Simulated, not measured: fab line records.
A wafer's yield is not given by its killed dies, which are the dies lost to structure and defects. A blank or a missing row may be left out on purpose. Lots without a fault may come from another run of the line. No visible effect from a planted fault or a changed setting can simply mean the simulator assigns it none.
Shared-tool check    flow gf180mcu    Lots sampled 11, wafers sampled 33

## WHAT PROMPTED THE OPENING
Of 11 lots, 1 have the reading VT_IMPLANT_3_TW flagged at GF_VT_IMPLANT_TW_MEAS_32. Wafers without a fault read 266, standard deviation 3.
Rule: a lot is flagged in two cases, either no wafer of it has a number, or all its wafers with numbers fall more than 4 standard deviations from that mean. The rest of the lots are taken to be sound.

lot   measured      on             VT_IMPLANT_3_TW, wafer by wafer  flag
L349  day 7 10:05   film_metro-04  270 271 272                      
L350  day 8 00:37   film_metro-03  263 265 265                      
L352  day 8 08:10   film_metro-03  265 262 264                      
L353  day 8 17:51   film_metro-03  264 265 264                      
L354  day 8 22:05   film_metro-03  264 263 263                      
L355  day 9 03:26   film_metro-03  262 263 263                      
L356  day 9 06:50   film_metro-02  263 263 264                      
L358  day 9 22:01   film_metro-02  264 264 264                      
L362  day 10 22:08  film_metro-03  265 264 264                      
L365  day 11 19:36  film_metro-02  30 30 30                         FLAGGED
L369  day 12 19:11  film_metro-02  265 263 263                      
The mean of the flagged lots' numbers is 30, -236 from the usual (-79 standard deviations).

## LOT BY LOT: THE TOOL USED
2 process steps preceding the reading are held in the record, out of 602 steps in the route. Each cell gives the tool, then ch followed by the chambers the sampled wafers passed through, then the start.
lot   flag     GF_VT_IMPLANT_STRIP_20                GF_VT_IMPLANT_STRIP_31
L349           plasma_asher-03 ch 0,1, day 6 18:14   plasma_asher-01 ch 0,1, day 7 09:59
L350           plasma_asher-01 ch 0,1, day 7 08:47   plasma_asher-02 ch 0,1, day 8 00:32
L352           plasma_asher-01 ch 0,1, day 7 15:47   plasma_asher-03 ch 0,1, day 8 08:04
L353           plasma_asher-01 ch 0, day 8 00:44     plasma_asher-02 ch 0,1, day 8 17:44
L354           plasma_asher-02 ch 0,1, day 8 04:41   plasma_asher-02 ch 0,1, day 8 21:59
L355           plasma_asher-03 ch 0,1, day 8 10:35   plasma_asher-03 ch 0,1, day 9 03:20
L356           plasma_asher-02 ch 0,1, day 8 13:41   plasma_asher-03 ch 0,1, day 9 06:44
L358           plasma_asher-03 ch 0,1, day 9 03:46   plasma_asher-03 ch 0,1, day 9 21:56
L362           plasma_asher-03 ch 0,1, day 10 03:53  plasma_asher-02 ch 0,1, day 10 22:02
L365  FLAGGED  plasma_asher-01 ch 0,1, day 11 01:02  plasma_asher-01 ch 0,1, day 11 19:29
L369           plasma_asher-02 ch 0, day 11 23:41    plasma_asher-03 ch 0,1, day 12 19:05
What is done by these steps:
- GF_VT_IMPLANT_STRIP_20: strips in O2/N2.
- GF_VT_IMPLANT_STRIP_31: strips in O2/N2.
- GF_VT_IMPLANT_TW_MEAS_32

## FLAGGED AGAINST TOTAL, ONE TOOL AT A TIME (gauges that did the reading follow at the end)
step                      tool             lots run  flagged  share of the flagged lots  sound lots run after its first flagged lot
GF_VT_IMPLANT_STRIP_20    plasma_asher-01  4         1        all                        0
GF_VT_IMPLANT_STRIP_20    plasma_asher-02  3         0        none                       -
GF_VT_IMPLANT_STRIP_20    plasma_asher-03  4         0        none                       -
GF_VT_IMPLANT_STRIP_31    plasma_asher-01  2         1        all                        0
GF_VT_IMPLANT_STRIP_31    plasma_asher-02  4         0        none                       -
GF_VT_IMPLANT_STRIP_31    plasma_asher-03  5         0        none                       -
GF_VT_IMPLANT_TW_MEAS_32  film_metro-02    4         1        all                        1 (L369)
GF_VT_IMPLANT_TW_MEAS_32  film_metro-03    6         0        none                       -
GF_VT_IMPLANT_TW_MEAS_32  film_metro-04    1         0        none                       -

## THE TABLE: WHAT IT ALLOWS
Every flagged lot was run by 3 rows of the table: plasma_asher-01 at GF_VT_IMPLANT_STRIP_20, plasma_asher-01 at GF_VT_IMPLANT_STRIP_31 and film_metro-02 at GF_VT_IMPLANT_TW_MEAS_32.
- plasma_asher-01 at GF_VT_IMPLANT_STRIP_20: 1 of its 4 lots flagged. A fault beginning between L353 (day 8 00:44), its last sound lot, and L365 (day 11 01:02), its first flagged one, fits the data. Its own readings lie more than 4 standard deviations out on every wafer of the flagged lots: oes_product_au.
- plasma_asher-01 at GF_VT_IMPLANT_STRIP_31: 1 of its 2 lots flagged. A fault beginning between L349 (day 7 09:59), its last sound lot, and L365 (day 11 19:29), its first flagged one, fits the data. Its own readings lie more than 4 standard deviations out on every wafer of the flagged lots: strip_time_to_endpoint_s.
- film_metro-02 at GF_VT_IMPLANT_TW_MEAS_32: 1 of its 4 lots flagged. Lots that were sound ran on it after the first flagged one (L369); a persistent fault on the entire tool would not allow that.
Just one tool remains: plasma_asher-01 at GF_VT_IMPLANT_STRIP_20 and GF_VT_IMPLANT_STRIP_31.

## WHAT THE SIMULATOR HAD PUT IN
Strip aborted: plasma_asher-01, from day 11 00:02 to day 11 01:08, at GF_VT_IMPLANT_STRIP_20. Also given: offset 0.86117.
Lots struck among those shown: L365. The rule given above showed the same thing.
